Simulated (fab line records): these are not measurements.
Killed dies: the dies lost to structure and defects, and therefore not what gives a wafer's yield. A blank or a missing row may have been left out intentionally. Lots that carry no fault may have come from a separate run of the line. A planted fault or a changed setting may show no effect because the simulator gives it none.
Chamber matching	flow gf180mcu	GF_V1_CMP_26 on cmp-01: 4 sister chambers
The step polishes, stops on SiO2, t overpolish 15 s, target thk 0 nm. 8 wafers are shown with their chamber, then 7 later ones without.

EACH WAFER AND ITS CHAMBER
wafer	chamber	motorCurrentA (A)	timeToEndpointS (s)
L667.1	2	13.0	86
L674.4	2	13.4	87
L675.6	0	12.3	91
L679.1	1	12.1	80
L679.3	0	12.9	91
L679.4	3	8.2	88
L680.2	1	11.6	84
L680.4	3	8.6	89

WAFERS WHOSE CHAMBER IS MISSING
wafer	motorCurrentA (A)	timeToEndpointS (s)
L680.5	11.1	85
L681.1	12.6	81
L681.4	12.1	83
L681.6	13.2	81
L682.3	8.7	83
L682.4	13.0	87
L682.6	12.0	82

THE CHAMBER EACH PASSED THROUGH
wafer	from the rows above	in truth
L680.5	1	1
L681.1	can't be placed: 1 or 2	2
L681.4	1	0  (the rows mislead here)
L681.6	can't be placed: 2 or 1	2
L682.3	3	3
L682.4	2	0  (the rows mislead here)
L682.6	1	1
Placed correctly: 3 of 7. Cannot be placed on the basis of these rows: 2; the candidates contain the true chamber in 2. Number placed wrongly: 2.
How it was worked out, from the rows above alone: a wafer's distance from a chamber is the root of the sum, over the readings, of the square of ((its reading less the chamber's mean) divided by the reading's scatter). The wafer belongs to the nearest chamber; if the next one is less than 2 further off, it can't be placed. The mean given for a chamber averages the wafers shown for that chamber. The scatter: take each reading less its chamber's mean, square it, sum over the shown wafers, divide by the number of wafers less the number of chambers, and take the root.
